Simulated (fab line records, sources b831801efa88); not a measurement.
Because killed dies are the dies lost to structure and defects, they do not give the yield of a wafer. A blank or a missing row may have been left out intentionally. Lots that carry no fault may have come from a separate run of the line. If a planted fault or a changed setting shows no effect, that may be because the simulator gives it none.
What tool caused it? -- flow gf180mcu -- Sampling: 13 lots, 39 wafers, 5 of 602 route steps

## WHAT EACH GAUGE READ, for each wafer
GF_MVSD_TW_MEAS_11.
lot,measured,on,MVSD_TW
L438,day 4 12:10,film_metro-03,1563 1559 1561
L439,day 4 20:18,film_metro-03,1554 1557 1565
L440,day 5 00:23,film_metro-03,1563 1564 1564
L441,day 5 05:01,film_metro-01,1577 1571 1570
L442,day 5 12:00,film_metro-03,1562 1569 1563
L443,day 5 17:29,film_metro-03,1572 1574 1574
L446,day 6 11:39,film_metro-01,1264 1256 1265
L448,day 6 20:50,film_metro-04,1266 1269 1274
L455,day 8 14:56,film_metro-03,1557 1562 1551
L456,day 8 18:32,film_metro-01,1574 1574 1572
L457,day 9 01:01,film_metro-04,1601 1596 1608
L458,day 9 07:02,film_metro-01,1588 1580 1582
L459,day 9 13:25,film_metro-03,1556 1564 1557

GF_VT_IMPLANT_RS_MEAS_46: measures by four-point-probe.
lot,measured,on,MVSD_RS (ohm/sq)
L438,day 7 16:21,film_metro-01,456.0 455.2 455.9
L439,day 8 00:19,film_metro-03,455.6 456.7 457.2
L440,day 8 02:18,film_metro-03,455.6 456.7 455.7
L441,day 8 10:08,film_metro-01,456.1 457.3 457.0
L442,day 8 17:13,film_metro-01,457.7 458.6 456.8
L443,day 8 23:29,film_metro-01,457.3 457.8 457.2
L446,day 9 20:53,film_metro-04,697.9 699.8 695.0
L448,day 10 07:41,film_metro-01,697.1 698.2 700.3
L455,day 12 06:38,film_metro-03,457.4 457.4 459.3
L456,day 12 13:34,film_metro-01,458.2 457.6 458.9
L457,day 12 20:33,film_metro-01,457.2 456.6 455.7
L458,day 13 02:05,film_metro-01,454.6 455.1 454.1
L459,day 13 12:02,film_metro-04,457.6 457.1 457.0

GF_SALICIDE_THK_MEAS_05: measures by xrf.
lot,measured,on,SALICIDE_TIN_THK (nm)
L438,day 15 08:58,film_metro-03,20.00 20.10 19.81
L439,day 15 14:22,film_metro-01,19.36 19.38 19.31
L440,day 15 19:16,film_metro-01,19.98 20.07 20.02
L441,day 16 01:18,film_metro-03,19.45 19.72 19.44
L442,day 16 12:39,film_metro-02,19.89 19.78 19.60
L443,day 16 22:31,film_metro-01,19.59 19.65 19.42
L446,day 18 01:58,film_metro-02,19.90 19.77 19.77
L448,day 18 17:21,film_metro-01,19.96 19.68 19.84
L455,day 21 06:16,film_metro-01,19.67 19.95 19.60
L456,day 21 12:32,film_metro-02,19.40 19.36 19.52
L457,day 21 23:48,film_metro-01,19.98 19.81 19.87
L458,day 22 09:11,film_metro-02,19.69 19.87 19.77
L459,day 22 17:32,film_metro-03,19.69 19.85 19.62

GF_CONTACT_THK_MEAS_03.
lot,measured,on,CONTACT_CVD_02_THK (nm)
L438,day 15 09:30,film_metro-03,840 858 861
L439,day 15 14:55,film_metro-01,875 868 863
L440,day 15 19:47,film_metro-01,865 869 879
L441,day 16 01:52,film_metro-01,847 853 857
L442,day 16 13:10,film_metro-01,844 857 861
L443,day 16 23:02,film_metro-01,858 842 859
L446,day 18 02:29,film_metro-03,859 853 859
L448,day 18 17:58,film_metro-04,844 863 863
L455,day 21 06:47,film_metro-04,863 854 859
L456,day 21 13:10,film_metro-03,851 848 872
L457,day 22 00:25,film_metro-03,839 843 861
L458,day 22 10:18,film_metro-03,854 876 883
L459,day 22 18:05,film_metro-04,853 853 862

## WHAT TOOL EACH LOT RAN ON (gives the tool, then ch and the chambers of the sampled wafers, and finally the start)
lot,GF_MVSD_IMPLANT_08
L438,"implanter-01 ch 0, day 4 11:47"
L439,"implanter-01 ch 0, day 4 19:56"
L440,"implanter-04 ch 0, day 5 00:00"
L441,"implanter-02 ch 0, day 5 04:37"
L442,"implanter-01 ch 0, day 5 11:36"
L443,"implanter-04 ch 0, day 5 17:05"
L446,"implanter-01 ch 0, day 6 11:15"
L448,"implanter-01 ch 0, day 6 20:26"
L455,"implanter-04 ch 0, day 8 14:32"
L456,"implanter-02 ch 0, day 8 18:08"
L457,"implanter-04 ch 0, day 9 00:37"
L458,"implanter-02 ch 0, day 9 06:40"
L459,"implanter-04 ch 0, day 9 13:01"
- GF_MVSD_IMPLANT_08

## WHAT THE TOOLS THEMSELVES READ (means of the sampled wafers that have a number; where no wafer has one, the mark that the record gives instead)
GF_MVSD_IMPLANT_08.
lot,tool,dose_ions_cm2,faraday_current_uA
L438,implanter-01,1.5999e+13,89.6
L439,implanter-01,1.6006e+13,89.4
L440,implanter-04,1.6006e+13,89.3
L441,implanter-02,1.6006e+13,88.5
L442,implanter-01,1.6016e+13,90.3
L443,implanter-04,1.5999e+13,89.9
L446,implanter-01,6.7703e+12,38.1
L448,implanter-01,6.7643e+12,39.0
L455,implanter-04,1.6011e+13,90.5
L456,implanter-02,1.5985e+13,90.4
L457,implanter-04,1.6007e+13,89.4
L458,implanter-02,1.5994e+13,91.8
L459,implanter-04,1.6018e+13,89.2

## THE ANSWER, worked out from the rows above alone
Rule: usual is defined by the lots themselves. The widest of any qualifying gaps counts: lots, ordered by their means at a reading, are off when they make up no more than a third of the lots, leave a main group of 4 or more, and stand apart from it by 3 or more times the standard deviation of that group's means. Not used: any main group whose means are identical at the precision the tables above print for the reading. Also off: a lot with no number at a reading for which 4 or more lots have one. All remaining lots with rows at the step are treated as sound. First the gauges in route order, then the tools' own readings, where a lot's mean is used as printed above. At the first step where some lot is off, the reading lying furthest off is the one used; lots without a number count as furthest.
Off: at GF_MVSD_TW_MEAS_11 (MVSD_TW), L446, L448. The main group: mean 1570, standard deviation 13.
A tool fits if, at a process step before that reading, it ran every lot that is off, and no sound lot after the first of them. The gauges at GF_MVSD_TW_MEAS_11 aren't tried: what is off there is off at GF_MVSD_IMPLANT_08 too, on other tools, and a gauge's error can't cause that. One fits: implanter-01 at GF_MVSD_IMPLANT_08. A fault onset in the window from L442 (day 5 11:36, its last sound lot) to L446 (day 6 11:15, its first lot off) fits.
The tool's own readings at GF_MVSD_IMPLANT_08 bear it out: on the lots that are off they differ by more than 5 times the standard deviation of the sound lots' means. dose_ions_cm2 reads 6.7673e+12 there against 1.6004e+13 on the sound lots; faraday_current_uA reads 38.5 there against 89.8 on the sound lots.

## WHAT HAD BEEN PUT IN BY THE SIMULATOR
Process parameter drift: implanter-01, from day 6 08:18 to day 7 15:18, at GF_MVSD_IMPLANT_08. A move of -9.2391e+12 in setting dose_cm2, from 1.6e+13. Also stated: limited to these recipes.
Shown lots that were struck: L446, L448. The same result came from the rule above.
